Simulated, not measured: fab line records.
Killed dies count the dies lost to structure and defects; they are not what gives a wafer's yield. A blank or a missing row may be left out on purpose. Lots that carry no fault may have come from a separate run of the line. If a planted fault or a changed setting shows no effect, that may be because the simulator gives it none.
Split-lot experiment / flow gf180mcu / 23 wafers read from 5 lots, route of 602 steps

## THE SPLIT
At GF_V1_SPUTTER_21 (material Ti, target thk 15 nm, time 80.02 s), the setting time s was moved away from the recipe's 80.02 s on 10 of the 23 wafers read, by -10.9% to +10.0%. This setting was run at the recipe's value on the other wafers.

The split's own step is where the reading is taken.

## THE READING
Ti_of_V1_SPUTTER_21.thk nm (the simulator's own value, which no gauge read), in nm, at GF_V1_SPUTTER_21 (material Ti, target thk 15 nm, time 80.02 s). There is no usual value for it anywhere in the file. Here, 13 wafers ran the recipe; their average is 14.77 nm with a standard deviation of 0.22 nm.

wafer=L074.1; tool, chamber at the split=pvd sputter-02, -; time s as run, s=84.73; against the recipe=+5.9%; Ti_of_V1_SPUTTER_21.thk nm, nm=15.9; against lot-mates on the recipe=+0.86
wafer=L074.3; tool, chamber at the split=pvd sputter-02, -; time s as run, s=84.73; against the recipe=+5.9%; Ti_of_V1_SPUTTER_21.thk nm, nm=15.8; against lot-mates on the recipe=+0.76
wafer=L074.4; tool, chamber at the split=pvd sputter-02, -; time s as run, s=80.02; against the recipe=recipe; Ti_of_V1_SPUTTER_21.thk nm, nm=15.15; against lot-mates on the recipe=-
wafer=L074.5; tool, chamber at the split=pvd sputter-02, -; time s as run, s=80.02; against the recipe=recipe; Ti_of_V1_SPUTTER_21.thk nm, nm=14.93; against lot-mates on the recipe=-
wafer=L074.6; tool, chamber at the split=pvd sputter-02, -; time s as run, s=84.73; against the recipe=+5.9%; Ti_of_V1_SPUTTER_21.thk nm, nm=15.87; against lot-mates on the recipe=+0.83
wafer=L076.1; tool, chamber at the split=pvd sputter-02, -; time s as run, s=80.02; against the recipe=recipe; Ti_of_V1_SPUTTER_21.thk nm, nm=14.97; against lot-mates on the recipe=-
wafer=L076.2; tool, chamber at the split=pvd sputter-02, -; time s as run, s=71.28; against the recipe=-10.9%; Ti_of_V1_SPUTTER_21.thk nm, nm=13.24; against lot-mates on the recipe=-1.72
wafer=L076.3; tool, chamber at the split=pvd sputter-02, -; time s as run, s=71.28; against the recipe=-10.9%; Ti_of_V1_SPUTTER_21.thk nm, nm=13.37; against lot-mates on the recipe=-1.59
wafer=L076.5; tool, chamber at the split=pvd sputter-02, -; time s as run, s=80.02; against the recipe=recipe; Ti_of_V1_SPUTTER_21.thk nm, nm=15.08; against lot-mates on the recipe=-
wafer=L076.6; tool, chamber at the split=pvd sputter-02, -; time s as run, s=80.02; against the recipe=recipe; Ti_of_V1_SPUTTER_21.thk nm, nm=14.82; against lot-mates on the recipe=-
wafer=L078.1; tool, chamber at the split=pvd sputter-04, -; time s as run, s=80.02; against the recipe=recipe; Ti_of_V1_SPUTTER_21.thk nm, nm=14.54; against lot-mates on the recipe=-
wafer=L078.2; tool, chamber at the split=pvd sputter-04, -; time s as run, s=88.06; against the recipe=+10.0%; Ti_of_V1_SPUTTER_21.thk nm, nm=16.35; against lot-mates on the recipe=+1.71
wafer=L078.3; tool, chamber at the split=pvd sputter-04, -; time s as run, s=80.02; against the recipe=recipe; Ti_of_V1_SPUTTER_21.thk nm, nm=14.75; against lot-mates on the recipe=-
wafer=L078.4; tool, chamber at the split=pvd sputter-04, -; time s as run, s=88.06; against the recipe=+10.0%; Ti_of_V1_SPUTTER_21.thk nm, nm=16.3; against lot-mates on the recipe=+1.66
wafer=L078.5; tool, chamber at the split=pvd sputter-04, -; time s as run, s=88.06; against the recipe=+10.0%; Ti_of_V1_SPUTTER_21.thk nm, nm=16.29; against lot-mates on the recipe=+1.64
wafer=L083.1; tool, chamber at the split=pvd sputter-01, -; time s as run, s=80.02; against the recipe=recipe; Ti_of_V1_SPUTTER_21.thk nm, nm=14.36; against lot-mates on the recipe=-
wafer=L083.2; tool, chamber at the split=pvd sputter-01, -; time s as run, s=80.02; against the recipe=recipe; Ti_of_V1_SPUTTER_21.thk nm, nm=14.6; against lot-mates on the recipe=-
wafer=L083.4; tool, chamber at the split=pvd sputter-01, -; time s as run, s=80.02; against the recipe=recipe; Ti_of_V1_SPUTTER_21.thk nm, nm=14.6; against lot-mates on the recipe=-
wafer=L083.3; tool, chamber at the split=pvd sputter-01, -; time s as run, s=87.25; against the recipe=+9.0%; Ti_of_V1_SPUTTER_21.thk nm, nm=16.11; against lot-mates on the recipe=+1.59
wafer=L083.6; tool, chamber at the split=pvd sputter-01, -; time s as run, s=87.25; against the recipe=+9.0%; Ti_of_V1_SPUTTER_21.thk nm, nm=15.89; against lot-mates on the recipe=+1.37
wafer=L084.1; tool, chamber at the split=pvd sputter-02, -; time s as run, s=80.02; against the recipe=recipe; Ti_of_V1_SPUTTER_21.thk nm, nm=14.69; against lot-mates on the recipe=-
wafer=L084.4; tool, chamber at the split=pvd sputter-02, -; time s as run, s=80.02; against the recipe=recipe; Ti_of_V1_SPUTTER_21.thk nm, nm=14.91; against lot-mates on the recipe=-
wafer=L084.6; tool, chamber at the split=pvd sputter-02, -; time s as run, s=80.02; against the recipe=recipe; Ti_of_V1_SPUTTER_21.thk nm, nm=14.63; against lot-mates on the recipe=-

FIT RESULTS
A straight line over all 23 wafers: Ti_of_V1_SPUTTER_21.thk nm changes by +0.146 nm for each +1% of time s; r = +0.97; the points scatter about the line by 0.2 nm.
The same after taking each lot's own level away (the mean of its wafers on the recipe; 23 wafers): +0.157 nm for each +1%; r = +0.99; scatter 0.11 nm.
On that fit, the largest move of time s shifts the reading by 1.7 nm.
The span of the lots' own levels, 14.520 to 15.040 nm, comes to 2.4 times the standard deviation stated above.
The two slopes are in agreement: the lot-to-lot level therefore moves the slope only a little.
Check: -1.71 nm against its lot-mates is what the line predicts for one of the wafers moved furthest among these (-10.9%) when that wafer is left out of the fit. Against them it came out at -1.72 nm.

## OTHER SPLITS ON THESE WAFERS
Note: prior to the reading, these wafers also went through further splits. Each is held against what the fit with the lots' levels taken away leaves over:
other split on the same wafers=GF_M1_SPUTTER_01 time s; wafers away from the commonest value=8; r with Ti_of_V1_SPUTTER_21.thk nm (lot level and that fit taken away)=-0.03
other split on the same wafers=GF_M1_METAL_ETCH_16 bias w; wafers away from the commonest value=7; r with Ti_of_V1_SPUTTER_21.thk nm (lot level and that fit taken away)=+0.17
other split on the same wafers=GF_V1_CMP_04 leave above ref nm; wafers away from the commonest value=5; r with Ti_of_V1_SPUTTER_21.thk nm (lot level and that fit taken away)=+0.20
other split on the same wafers=GF_V1_PEB_12 peb temp c; wafers away from the commonest value=8; r with Ti_of_V1_SPUTTER_21.thk nm (lot level and that fit taken away)=+0.26

## THE FILE'S OWN FIT
Ti_of_V1_SPUTTER_21.thk nm changes by +0.158 nm for each +1% of time s, r = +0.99.
